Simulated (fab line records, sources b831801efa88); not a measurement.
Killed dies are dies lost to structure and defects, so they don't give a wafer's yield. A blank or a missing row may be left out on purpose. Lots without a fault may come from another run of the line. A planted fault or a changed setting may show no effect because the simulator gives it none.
A struck lot beside a sound one | flow sky130 | 15 steps out of a route of 708
Sound: wafers L193.3, L193.5, L193.6. Struck: wafers L195.2, L195.6. (L195.3 of the same lot was not struck and is left out.) The cause comes at the end.
At each step with rows: each side's tool, then ch and its chambers, then its first start. Under that, the readings that differ: sound wafers | struck wafers | difference of the means | sigmas: that difference in standard deviations of wafers without a fault.
alike: readings whose means differ by less than 2 such deviations, and words and numbers that are the same on both sides. not compared: withheld readings, readings that some wafer has no value for, bounds like >300 that may hide the same value, and numbers for which the record gives no deviation and whose values overlap.
The two part at a step that has a row with sigmas, a row that says differs or no value, or rows on one side only. Numbers that don't overlap but have no deviation are shown without sigmas and don't part them. A reading that every wafer of one side lacks parts them only if that side has two wafers or more.

first, 2 steps without rows for these wafers: SKY_VIA2_ETCH_14 (etches BARC in N2/H2, stops on SiO2, time 45.9 s, target depth 60 nm); SKY_VIA2_ETCH_15 (etches SiO2 in C4F8/O2/Ar, stops on TiN, target depth 546 nm, time 84 s).
SKY_VIA2_STRIP_16: strips in O2/N2.
  sound on plasma_asher-03 ch 0,1, day 38 05:20; struck on plasma_asher-02 ch 0, day 39 14:12
  alike: drypump_motor_current_A, oes_product_au, strip_time_to_endpoint_s
  not compared: rf_hours_counter_h
then, 3 steps without rows for these wafers: SKY_VIA2_STRIP_17 (strips in post etch residue remover, time 1200 s); SKY_VIA2_CLEAN_18 (cleans in IPA, time 180 s); SKY_VIA2_CLEAN_19 (cleans in O3/DIW).
SKY_VIA2_SPUTTER_20: material TiN, target thk 20 nm, time 80 s.
  sound on pvd_sputter-03, day 38 05:54; struck on pvd_sputter-03, day 39 14:47
  alike: throttle_valve_pct
SKY_VIA2_CVD_21: deposits W, target thk 420 nm, time 126.4 s.
  sound on cvd_w-01 ch 0,1, day 38 06:00; struck on cvd_w-02 ch 0, day 39 14:51
  alike: chamber_pressure_Torr, heater_power_w
SKY_VIA2_RS_MEAS_22: measures by four-point-probe.
  sound on film_metro-03, day 38 06:08; struck on film_metro-02, day 39 15:00
  alike: VIA2_W_RS
SKY_VIA2_THK_MEAS_23: measures by xrf.
  sound on film_metro-03, day 38 06:14; struck on film_metro-02, day 39 15:07
  alike: VIA2_W_THK
then, 1 step without rows for these wafers: SKY_VIA2_CMP_24 (polishes, stops on SiO2, t overpolish 20 s, target thk 0 nm).
SKY_METAL3_SPUTTER_00: material Ti, target thk 15 nm, time 10 s.
  sound on pvd_sputter-01, day 38 06:34; struck on pvd_sputter-03, day 39 15:28
  alike: throttle_valve_pct
SKY_METAL3_SPUTTER_01: material TiN, target thk 20 nm, time 16.7 s.
  sound on pvd_sputter-01, day 38 06:35; struck on pvd_sputter-03, day 39 15:29
  reading                                    | sound             | struck     | difference | sigmas
  model.TiN_of_METAL3_SPUTTER_01.thk_nm (nm) | 20.05 19.91 19.97 | 26.8 26.92 | +6.9       |
  alike: throttle_valve_pct
SKY_METAL3_SPUTTER_02: material AlCu, target thk 735 nm, time 39.1 s.
  sound on pvd_sputter-01, day 38 06:37; struck on pvd_sputter-03, day 39 15:31
  alike: throttle_valve_pct
-- the record jumps here: 9 days lie between the struck wafers' starts before and after (it left off in module METAL3 and takes up again in module PAD_OPEN, whose first step shown is number 708 of the route) --
SKY_PAD_OPEN_PROBE_99:
  the record has rows for the struck wafers here (prober-01, day 48 09:46) and none for the sound ones

WHERE THEY PART
Only at SKY_PAD_OPEN_PROBE_99, within this record.

WHY: what the simulator had put in
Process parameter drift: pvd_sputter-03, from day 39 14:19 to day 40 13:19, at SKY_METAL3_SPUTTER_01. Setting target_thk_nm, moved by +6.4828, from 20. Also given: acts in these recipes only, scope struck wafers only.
